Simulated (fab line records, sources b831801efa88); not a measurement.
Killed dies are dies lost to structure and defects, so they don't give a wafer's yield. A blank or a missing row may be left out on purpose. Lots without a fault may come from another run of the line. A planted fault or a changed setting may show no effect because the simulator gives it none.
Which tool did it? | flow sky130 | 6 lots, 17 wafers sampled, at 2 steps of a route of 708

WHAT THE GAUGES READ, wafer by wafer
SKY_NWELL_RS_MEAS_31: measures by four-point-probe.
lot  | measured    | on            | PWDE_RS (ohm/sq)
L953 | day 5 18:49 | film_metro-01 | 5251 5246 5233
L955 | day 6 07:34 | film_metro-04 | 5263 5253 5274
L957 | day 6 20:28 | film_metro-01 | 5280 5278 5289
L960 | day 7 12:38 | film_metro-04 | 5242 5254 5249
L963 | day 8 07:58 | film_metro-01 | 5258 5258 5256
L968 | day 9 14:31 | film_metro-03 | 5299 5313

WHICH TOOL RAN EACH LOT (tool, then ch and the chambers of the sampled wafers, then the start)
lot  | SKY_NWELL_STRIP_25
L953 | plasma_asher-01 ch 0,1, day 5 18:16
L955 | plasma_asher-04 ch 0,1, day 6 06:59
L957 | plasma_asher-02 ch 0,1, day 6 19:53
L960 | plasma_asher-02 ch 0,1, day 7 12:04
L963 | plasma_asher-01 ch 0,1, day 8 07:23
L968 | plasma_asher-02 ch 0,1, day 9 13:58
- SKY_NWELL_STRIP_25: strips in O2/N2.

THE ANSWER, worked out from the rows above alone
Rule: what is usual is taken from the lots themselves. Put in order of their means at a reading, lots are off if they are a third of the lots or fewer, leave a main group of 4 or more, and stand apart from it by a gap of 3 or more times the standard deviation of the main group's means; of several such gaps the widest counts. A main group whose means are all the same, to the digits that the tables above print for the reading, isn't used. A lot without any number at a reading at which 4 lots or more have one is off too. The other lots that the step has rows for count as sound.
No lot is off at any reading shown: from this, nothing can be told.

WHAT THE SIMULATOR HAD PUT IN
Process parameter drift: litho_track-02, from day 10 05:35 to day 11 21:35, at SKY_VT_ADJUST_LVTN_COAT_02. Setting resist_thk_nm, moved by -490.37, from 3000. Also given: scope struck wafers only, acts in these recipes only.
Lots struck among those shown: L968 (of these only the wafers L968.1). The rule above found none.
